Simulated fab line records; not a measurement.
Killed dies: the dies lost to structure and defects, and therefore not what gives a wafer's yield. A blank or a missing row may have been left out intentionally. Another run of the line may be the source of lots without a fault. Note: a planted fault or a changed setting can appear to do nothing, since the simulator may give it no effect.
Chamber matching || flow sky130 || SKY_VIA4_HDPCVD_00 on hdpcvd-02 has 3 sister chambers
The step deposits SiO2, target thk 1750 nm, time 291.7 s. 6 wafers are shown with their chamber, then 9 later ones without.

## WAFERS WITH THEIR CHAMBER
{"wafer": "L883.6", "chamber": 0, "susceptor temp C (C)": 400.13}
{"wafer": "L884.2", "chamber": 1, "susceptor temp C (C)": 400.01}
{"wafer": "L884.4", "chamber": 0, "susceptor temp C (C)": 400.32}
{"wafer": "L886.2", "chamber": 2, "susceptor temp C (C)": 400.05}
{"wafer": "L886.3", "chamber": 1, "susceptor temp C (C)": 399.66}
{"wafer": "L886.4", "chamber": 2, "susceptor temp C (C)": 400.25}

## WAFERS MISSING THEIR CHAMBER
{"wafer": "L887.1", "susceptor temp C (C)": 400.09}
{"wafer": "L887.4", "susceptor temp C (C)": 400.00}
{"wafer": "L887.6", "susceptor temp C (C)": 399.64}
{"wafer": "L898.1", "susceptor temp C (C)": 399.84}
{"wafer": "L898.5", "susceptor temp C (C)": 400.14}
{"wafer": "L898.6", "susceptor temp C (C)": 400.06}
{"wafer": "L900.3", "susceptor temp C (C)": 399.73}
{"wafer": "L900.4", "susceptor temp C (C)": 400.10}
{"wafer": "L900.5", "susceptor temp C (C)": 399.89}

## CHAMBER TAKEN BY EACH
{"wafer": "L887.1", "from the rows above": "can't be placed: 2 or 0 or 1", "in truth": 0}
{"wafer": "L887.4", "from the rows above": "can't be placed: 2 or 1 or 0", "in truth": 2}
{"wafer": "L887.6", "from the rows above": "can't be placed: 1 or 2", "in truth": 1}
{"wafer": "L898.1", "from the rows above": "can't be placed: 1 or 2", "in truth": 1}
{"wafer": "L898.5", "from the rows above": "can't be placed: 2 or 0 or 1", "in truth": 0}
{"wafer": "L898.6", "from the rows above": "can't be placed: 2 or 0 or 1", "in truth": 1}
{"wafer": "L900.3", "from the rows above": "can't be placed: 1 or 2", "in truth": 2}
{"wafer": "L900.4", "from the rows above": "can't be placed: 2 or 0 or 1", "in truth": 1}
{"wafer": "L900.5", "from the rows above": "can't be placed: 1 or 2 or 0", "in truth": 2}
0 of 9 placed correctly. Cannot be placed on the basis of these rows: 9; the candidates contain the true chamber in 9. Number placed wrongly: 0.
How it was worked out, from the rows above alone: a wafer's distance from a chamber is the root of the sum, over the readings, of the square of ((its reading less the chamber's mean) divided by the reading's scatter). The wafer belongs to the nearest chamber; if the next one is less than 2 further off, it can't be placed. For every chamber, the mean is computed from those of its wafers that are shown. How the scatter is found: for the shown wafers, subtract from each reading the mean of its chamber, square and add these, divide the total by (wafers less chambers), then take the root.
